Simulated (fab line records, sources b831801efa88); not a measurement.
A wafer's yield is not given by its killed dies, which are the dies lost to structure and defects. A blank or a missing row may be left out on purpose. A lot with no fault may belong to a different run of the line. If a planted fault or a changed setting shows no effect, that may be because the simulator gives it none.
One fault seen from 2 desks + flow sky130 + every desk sees just its own numbers, and what lay behind them comes last

DESK OF THE TOOL OWNER: implanter-01
For each lot that ran on this tool, the mean over its sampled wafers that have a number, from the tool's own readings at SKY_GATE_OXIDE_IMPLANT_11. Any lot whose mean is over 4 standard deviations away from the usual mean is out of limits and marked OUT; that distance is given in the brackets.
Columns: A = beam_energy_keV at SKY_GATE_OXIDE_IMPLANT_11, usual 10.000
| lot  | first seen here | A      |
|------|-----------------|--------|
| L455 | day 16 20:44    | 9.995  |
| L456 | day 17 09:40    | 10.005 |
| L466 | day 20 19:37    | 10.000 |
This desk's verdict: no lot among the 3 shows anything out of limits.

THE METROLOGY DESK
Lot by lot, what the gauges showed, no matter which tool ran the lot: averages of those sampled wafers that carry a number. Any lot whose mean is over 4 standard deviations away from the usual mean is out of limits and marked OUT; that distance is given in the brackets.
Columns: A = GATE_OXIDE_OXIDATION_00_THK at SKY_GATE_OXIDE_THK_MEAS_02, usual 10.32 nm; B = GATE_OXIDE_OVL at SKY_GATE_OXIDE_OVL_MEAS_10, usual 0.7 nm; C = GATE_OXIDE_TW at SKY_GATE_OXIDE_TW_MEAS_14, usual 223.8; D = POLY_GATE_CVD_00_THK at SKY_POLY_GATE_THK_MEAS_01, usual 179.7 nm; E = POLY_GATE_TW at SKY_RES_PROTECT_TW_MEAS_08, usual 4052; F = POLY_GATE_CVD_03_THK at SKY_POLY_GATE_THK_MEAS_04, usual 75.1 nm; G = cd_nm at SKY_POLY_GATE_CD_MEAS_13, usual 150.2 nm
| lot  | first seen here | A     | B    | C     | D     | E    | F    | G     |
|------|-----------------|-------|------|-------|-------|------|------|-------|
| L447 | day 13 05:02    | 10.29 | -2.1 | 223.7 | 178.7 | 4089 | 75.1 | 151.2 |
| L448 | day 13 10:24    | 10.67 | 0.7  | 224.2 | 179.5 | 4004 | 75.5 | 149.6 |
| L455 | day 15 17:41    | 10.03 | 1.6  | 222.3 | 179.6 | 4090 | 76.5 | 149.3 |
| L456 | day 16 05:11    | 10.00 | 0.0  | 224.5 | 181.9 | 4041 | 75.5 | 148.0 |
| L457 | day 16 13:48    | 10.35 | 2.5  | 224.7 | 178.5 | 4070 | 75.1 | 151.2 |
| L466 | day 19 12:52    | 10.13 | -0.6 | 223.4 | 178.6 | 4037 | 74.5 | 151.6 |
This desk's verdict: no lot among the 6 shows anything out of limits.

TAKEN TOGETHER
The desk of the tool owner found nothing out of limits.
From the metrology desk's view, nothing was out of limits.

WHAT THE SIMULATOR HAD INSERTED
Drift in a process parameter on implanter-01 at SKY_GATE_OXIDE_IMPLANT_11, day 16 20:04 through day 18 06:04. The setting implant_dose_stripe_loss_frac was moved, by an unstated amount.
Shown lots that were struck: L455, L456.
